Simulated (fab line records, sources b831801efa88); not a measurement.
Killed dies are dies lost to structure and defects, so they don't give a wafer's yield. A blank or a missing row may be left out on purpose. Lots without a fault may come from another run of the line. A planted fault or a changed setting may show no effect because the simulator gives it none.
A struck lot beside a sound one | flow sky130 | 15 steps out of a route of 708
Sound: wafers L738.2, L738.4, L738.6. Struck: wafers L750.1, L750.3, L750.4. The cause comes at the end.
At each step with rows: each side's tool, then ch and its chambers, then its first start. Under that, the readings that differ: sound wafers | struck wafers | difference of the means | sigmas: that difference in standard deviations of wafers without a fault.
alike: readings whose means differ by less than 2 such deviations, and words and numbers that are the same on both sides. not compared: withheld readings, readings that some wafer has no value for, bounds like >300 that may hide the same value, and numbers for which the record gives no deviation and whose values overlap.
The two part at a step that has a row with sigmas, a row that says differs or no value, or rows on one side only. Numbers that don't overlap but have no deviation are shown without sigmas and don't part them. A reading that every wafer of one side lacks parts them only if that side has two wafers or more.

SKY_SPACER_ETCHBACK_02: etches Si3N4 in CH3F/O2, stops on SiO2, time 46.7 s, target depth 45 nm.
  sound on rie_diel-04 ch 0,1,3, day 23 09:51; struck on rie_diel-03 ch 0,1,3, day 28 20:01
  alike: drypump_motor_current_A, oes_product_au, throttle_valve_pct
  not compared: rf_hours_counter_h
then, 8 steps without rows for these wafers: SKY_POLY_CUT_DEHYDRATE_00 (time 60 s); SKY_POLY_CUT_HMDS_01 (prime time 60 s); SKY_POLY_CUT_COAT_02 (resist thk 60 nm); SKY_POLY_CUT_COAT_03 (resist thk 450 nm); SKY_POLY_CUT_SOFTBAKE_04 (time 90 s); SKY_POLY_CUT_EXPOSE_05 (exposes mask NPCM, target cd 270 nm); SKY_POLY_CUT_PEB_06; SKY_POLY_CUT_DEVELOP_07 (develop time 60 s).
SKY_POLY_CUT_CD_MEAS_08: target cd 270 nm.
  sound on cd_sem-02, day 24 15:25; struck on cd_sem-01, day 29 23:12
  alike: cd_nm
SKY_POLY_CUT_OVL_MEAS_09:
  sound on overlay-01, day 24 15:32; struck on overlay-02, day 29 23:19
  reading           | sound | struck     | difference | sigmas
  POLY_CUT_OVL (nm) | 4 3 7 | -10 -8 -10 | -14        | -2
SKY_POLY_CUT_ETCH_10: etches BARC in N2/H2, stops on SiO2, time 45.9 s, target depth 60 nm.
  sound on rie_diel-04 ch 0,1,3, day 24 15:34; struck on rie_diel-01 ch 1,2,3, day 29 23:22
  alike: bias_w, chamber_pressure_mTorr, drypump_motor_current_A, oes_product_au, throttle_valve_pct
  not compared: rf_hours_counter_h
SKY_POLY_CUT_ETCH_11: etches Si3N4 in CF4/CH2F2/Ar, stops on poly-Si, time 42.5 s, target depth 60 nm.
  sound on rie_diel-04 ch 0,1,3, day 24 15:36; struck on rie_diel-01 ch 1,2,3, day 29 23:24
  no value came back on the struck wafers for any of 5 readings (bias_w (W), cf4_flow_sccm (sccm) and others); on the sound wafers bias_w (W) reads 149.5 149.0 150.0
  not compared: rf_hours_counter_h
SKY_POLY_CUT_STRIP_12: strips in O2/N2.
  sound on plasma_asher-01 ch 0, day 24 15:38; struck on plasma_asher-01 ch 0,1, day 29 23:26
  alike: drypump_motor_current_A, oes_product_au, strip_time_to_endpoint_s
  not compared: rf_hours_counter_h
-- the record jumps here: 20 days lie between the struck wafers' starts before and after (it left off in module POLY_CUT and takes up again in module PAD_OPEN, whose first step shown is number 708 of the route) --
SKY_PAD_OPEN_PROBE_99:
  the record has rows for the struck wafers here (prober-01, day 49 16:42) and none for the sound ones

WHERE THEY PART
First at SKY_POLY_CUT_OVL_MEAS_09; last, within this record, at SKY_PAD_OPEN_PROBE_99.

WHY: what the simulator had put in
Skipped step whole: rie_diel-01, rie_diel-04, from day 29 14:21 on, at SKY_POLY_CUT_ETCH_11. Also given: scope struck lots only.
